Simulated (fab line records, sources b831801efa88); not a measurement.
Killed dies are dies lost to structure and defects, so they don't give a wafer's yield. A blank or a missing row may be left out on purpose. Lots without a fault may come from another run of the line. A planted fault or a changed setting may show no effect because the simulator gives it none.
A struck lot beside a sound one | flow sky130 | 14 steps out of a route of 708
Sound: wafers L281.1, L281.3, L281.6. Struck: wafers L265.2, L265.3, L265.5. The cause comes at the end.
At each step with rows: each side's tool, then ch and its chambers, then its first start. Under that, the readings that differ: sound wafers | struck wafers | difference of the means | sigmas: that difference in standard deviations of wafers without a fault.
alike: readings whose means differ by less than 2 such deviations, and words and numbers that are the same on both sides. not compared: withheld readings, readings that some wafer has no value for, bounds like >300 that may hide the same value, and numbers for which the record gives no deviation and whose values overlap.
The two part at a step that has a row with sigmas, a row that says differs or no value, or rows on one side only. Numbers that don't overlap but have no deviation are shown without sigmas and don't part them. A reading that every wafer of one side lacks parts them only if that side has two wafers or more.

SKY_METAL4_SPUTTER_02: material AlCu, target thk 735 nm, time 39.1 s.
  sound on pvd_sputter-01, day 45 21:30; struck on pvd_sputter-03, day 42 11:19
  alike: throttle_valve_pct
SKY_METAL4_SPUTTER_03: material Ti, target thk 5 nm, time 3.3 s.
  sound on pvd_sputter-01, day 45 21:32; struck on pvd_sputter-03, day 42 11:21
  alike: throttle_valve_pct
SKY_METAL4_SPUTTER_04: material TiN, target thk 70 nm, time 58.3 s.
  sound on pvd_sputter-01, day 45 21:34; struck on pvd_sputter-03, day 42 11:22
  alike: throttle_valve_pct
SKY_CAP2M_CVD_00: deposits SiO2, target thk 15.5 nm.
  sound on pecvd-03 ch 0,1, day 45 21:37; struck on pecvd-02 ch 1,2, day 42 11:25
  alike: heater_power_w
SKY_CAP2M_THK_MEAS_01:
  sound on film_metro-02, day 45 21:38; struck on film_metro-02, day 42 11:27
  alike: CAP2M_CVD_00_THK
SKY_CAP2M_SPUTTER_02: material TiN, target thk 200 nm, time 166.7 s.
  sound on pvd_sputter-04, day 45 21:41; struck on pvd_sputter-02, day 42 11:30
  alike: throttle_valve_pct
SKY_CAP2M_RS_MEAS_03: measures by four-point-probe.
  sound on film_metro-02, day 45 21:48; struck on film_metro-01, day 42 11:38
  alike: CAP2M_TIN_RS
SKY_CAP2M_THK_MEAS_04: measures by xrf.
  sound on film_metro-02, day 45 21:55; struck on film_metro-01, day 42 11:44
  alike: CAP2M_TIN_THK
then, 4 steps without rows for these wafers: SKY_CAP2M_DEHYDRATE_05 (time 60 s); SKY_CAP2M_HMDS_06 (prime time 60 s); SKY_CAP2M_COAT_07 (resist thk 1140 nm); SKY_CAP2M_SOFTBAKE_08 (time 60 s).
SKY_CAP2M_EXPOSE_09: exposes mask CAP2M, target cd 1000 nm.
  sound on iline_stepper-02 ch 0, day 46 07:41; struck on iline_stepper-01, day 42 22:12
  no value came back on the struck wafers for exposure_dose_mJ_cm2, focus_offset_nm (nm); on the sound wafers exposure_dose_mJ_cm2 reads 159.16 159.25 159.35
  alike: mask
then, 1 step without rows for these wafers: SKY_CAP2M_PEB_10.

WHERE THEY PART
Only at SKY_CAP2M_EXPOSE_09, within this record.

WHY: what the simulator had put in
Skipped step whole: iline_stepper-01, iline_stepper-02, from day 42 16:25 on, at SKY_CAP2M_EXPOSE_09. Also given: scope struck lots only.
